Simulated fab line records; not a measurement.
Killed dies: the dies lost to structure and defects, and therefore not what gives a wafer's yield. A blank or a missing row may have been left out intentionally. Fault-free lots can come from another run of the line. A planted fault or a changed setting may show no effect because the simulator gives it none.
Chamber matching    flow sky130    rie-diel-03 running SKY_LI_CONTACT_ETCH_15: 4 sister chambers
The step etches PSG in C4F8/O2/Ar, stops on Si, target depth 600 nm. 14 wafers are shown with their chamber, then 7 later ones without.

== WAFERS PAIRED WITH THEIR CHAMBERS ==
wafer   chamber  rf-fwd-power-W (W)  oes-product-au (a.u.)
L074.1  0        1495                0.836
L074.4  1        1497                0.834
L074.6  2        1490                0.832
L077.2  1        1487                0.835
L077.4  3        1494                0.839
L077.6  2        1497                0.833
L080.1  3        1488                0.840
L080.5  3        1486                0.847
L080.6  0        1493                0.845
L086.3  2        1485                0.842
L086.4  1        1494                0.835
L086.5  0        1500                0.837
L089.2  1        1485                0.843
L089.5  3        1488                0.828

SIGNATURES (means of the wafers above)
reading         chamber 0  chamber 1  chamber 2  chamber 3  scatter within a chamber
rf-fwd-power-W  1496.00    1490.75    1490.67    1489.00    4.81
oes-product-au  0.83933    0.83675    0.83567    0.83850    0.00589
Rule: for a wafer and a chamber, the distance is found by dividing, reading by reading, the gap between the wafer's reading and the chamber's mean by the reading's scatter, squaring, summing and taking the root. If the next closest chamber is less than 2 further off than the closest, the wafer can't be placed; otherwise it belongs to the closest. The scatter: take each reading less its chamber's mean, square it, sum over the shown wafers, divide by the number of wafers less the number of chambers, and take the root.

== WAFERS WITH NO CHAMBER GIVEN ==
wafer   rf-fwd-power-W (W)  oes-product-au (a.u.)
L089.6  1498                0.844
L095.2  1491                0.841
L095.4  1491                0.839
L095.5  1487                0.844
L097.3  1494                0.846
L097.5  1497                0.841
L097.6  1495                0.834

== THE CHAMBER EACH PASSED THROUGH ==
wafer   from the rows above                in truth
L089.6  can't be placed: 0 or 1 or 2 or 3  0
L095.2  can't be placed: 3 or 1 or 2 or 0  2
L095.4  can't be placed: 1 or 3 or 2 or 0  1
L095.5  can't be placed: 3 or 1 or 2 or 0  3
L097.3  can't be placed: 0 or 3 or 1 or 2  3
L097.5  can't be placed: 0 or 1 or 2 or 3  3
L097.6  can't be placed: 0 or 2 or 1 or 3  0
Correctly placed: 0 of 7. Can't be placed from these rows: 7 (the true chamber is among the candidates in 7). Number placed wrongly: 0.
